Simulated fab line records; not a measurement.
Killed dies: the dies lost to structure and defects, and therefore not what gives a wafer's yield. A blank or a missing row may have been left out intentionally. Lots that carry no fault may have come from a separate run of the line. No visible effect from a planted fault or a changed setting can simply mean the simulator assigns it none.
Which of the tools did it? + flow gf180mcu + 36 wafers from 12 lots sampled at 3 of the route's 602 steps

## WHAT EACH GAUGE READ, for each wafer
GF_V5_THK_MEAS_25: measures by xrf. Usual: V5_W_THK 353 nm, standard deviation 5.3.
| lot  | measured     | on           | V5_W_THK (nm) | flag |
|------|--------------|--------------|---------------|------|
| L527 | day 27 07:17 | filmMetro-04 | 348 354 350   |      |
| L529 | day 27 23:31 | filmMetro-02 | 359 355 358   |      |
| L531 | day 28 17:06 | filmMetro-03 | 362 365 359   |      |
| L532 | day 28 23:10 | filmMetro-04 | 347 347 345   |      |
| L541 | day 31 10:08 | filmMetro-02 | 352 346 344   |      |
| L542 | day 31 16:41 | filmMetro-03 | 353 348 349   |      |
| L543 | day 32 02:56 | filmMetro-03 | 357 357 352   |      |
| L544 | day 32 03:39 | filmMetro-04 | 349 350 348   |      |
| L545 | day 32 14:22 | filmMetro-02 | 358 351 356   |      |
| L546 | day 32 20:52 | filmMetro-03 | 357 358 354   |      |
| L548 | day 33 03:25 | filmMetro-02 | 354 354 356   |      |
| L549 | day 33 07:43 | filmMetro-04 | 344 345 343   |      |

## TOOL THAT RAN EACH LOT (tool first, then ch and the chambers of the sampled wafers, then the start)
| lot  | GF_M2_SPUTTER_04            | GF_V5_STRIP_18                      |
|------|-----------------------------|-------------------------------------|
| L527 | pvdSputter-04, day 18 06:05 | plasmaAsher-01 ch 0,1, day 27 06:22 |
| L529 | pvdSputter-04, day 19 02:28 | plasmaAsher-01 ch 0,1, day 27 22:32 |
| L531 | pvdSputter-04, day 19 23:10 | plasmaAsher-01 ch 0,1, day 28 16:08 |
| L532 | pvdSputter-04, day 20 04:40 | plasmaAsher-02 ch 1, day 28 22:16   |
| L541 | pvdSputter-02, day 23 09:20 | plasmaAsher-04 ch 0,1, day 31 09:16 |
| L542 | pvdSputter-03, day 23 17:16 | plasmaAsher-04 ch 1, day 31 15:49   |
| L543 | pvdSputter-03, day 24 05:07 | plasmaAsher-02 ch 1, day 32 02:03   |
| L544 | pvdSputter-02, day 24 08:25 | plasmaAsher-01 ch 0,1, day 32 02:46 |
| L545 | pvdSputter-04, day 24 20:40 | plasmaAsher-01 ch 0,1, day 32 13:31 |
| L546 | pvdSputter-03, day 25 03:26 | plasmaAsher-04 ch 0,1, day 32 20:00 |
| L548 | pvdSputter-03, day 25 12:19 | plasmaAsher-02 ch 0,1, day 33 02:33 |
| L549 | pvdSputter-03, day 25 18:18 | plasmaAsher-01 ch 0,1, day 33 06:48 |
- GF_M2_SPUTTER_04: material TiN, target thk 50 nm, time 41.7 s.
- GF_V5_STRIP_18: strips in O2/N2.

## AS READ BY THE TOOLS THEMSELVES (means over the sampled wafers that have a number; for cases with no such wafer, the mark the record gives instead)
GF_M2_SPUTTER_04. Usual: cathodeDcPowerW 6500.1 W, standard deviation 1.2; throttleValvePct 29.6 %, standard deviation 1.1.
| lot  | tool          | cathodeDcPowerW (W) | throttleValvePct (%) | flag |
|------|---------------|---------------------|----------------------|------|
| L527 | pvdSputter-04 | 6500.6              | 29.8                 |      |
| L529 | pvdSputter-04 | 6499.6              | 29.6                 |      |
| L531 | pvdSputter-04 | 6500.6              | 30.7                 |      |
| L532 | pvdSputter-04 | 6500.6              | 28.9                 |      |
| L541 | pvdSputter-02 | 6500.8              | 29.3                 |      |
| L542 | pvdSputter-03 | 6500.3              | 28.7                 |      |
| L543 | pvdSputter-03 | 6498.9              | 29.6                 |      |
| L544 | pvdSputter-02 | 6500.1              | 29.4                 |      |
| L545 | pvdSputter-04 | 6500.5              | 30.1                 |      |
| L546 | pvdSputter-03 | 6501.4              | 29.3                 |      |
| L548 | pvdSputter-03 | 6499.8              | 29.6                 |      |
| L549 | pvdSputter-03 | 6498.9              | 29.2                 |      |

GF_V5_STRIP_18. Usual: drypumpMotorCurrentA 5.9 A, standard deviation 0.33; heaterPowerW 316 W, standard deviation 21; oesProductAu 0.568 a.u., standard deviation 0.0049.
| lot  | tool           | drypumpMotorCurrentA (A) | heaterPowerW (W) | oesProductAu (a.u.) | flag |
|------|----------------|--------------------------|------------------|---------------------|------|
| L527 | plasmaAsher-01 | 6.0                      | 311              | 0.568               |      |
| L529 | plasmaAsher-01 | 5.8                      | 310              | 0.569               |      |
| L531 | plasmaAsher-01 | 5.8                      | 312              | 0.565               |      |
| L532 | plasmaAsher-02 | 5.7                      | 310              | 0.573               |      |
| L541 | plasmaAsher-04 | 5.8                      | 328              | 0.570               |      |
| L542 | plasmaAsher-04 | 5.5                      | 282              | 0.570               |      |
| L543 | plasmaAsher-02 | 5.7                      | 310              | 0.560               |      |
| L544 | plasmaAsher-01 | 6.0                      | 303              | 0.566               |      |
| L545 | plasmaAsher-01 | 6.0                      | 305              | 0.564               |      |
| L546 | plasmaAsher-04 | 5.9                      | 322              | 0.567               |      |
| L548 | plasmaAsher-02 | 6.0                      | 320              | 0.564               |      |
| L549 | plasmaAsher-01 | 6.0                      | 301              | 0.565               |      |

## THE ANSWER, worked out from the rows above alone
Rule: a lot is off if the mean of its wafers that have a number lies more than 3 standard deviations from the usual mean. Also off: a lot with no number at a reading for which 4 or more lots have one. Any other lot the step has rows for is counted as sound. Order of review: gauges by route order, followed by the tools' own readings, for which a lot's mean as printed above is used. At the first step where some lot is off, the reading lying furthest off is the one used; lots without a number count as furthest.
Nothing can be told from this: no lot is off at any reading shown.

## WHAT THE SIMULATOR HAD INSERTED
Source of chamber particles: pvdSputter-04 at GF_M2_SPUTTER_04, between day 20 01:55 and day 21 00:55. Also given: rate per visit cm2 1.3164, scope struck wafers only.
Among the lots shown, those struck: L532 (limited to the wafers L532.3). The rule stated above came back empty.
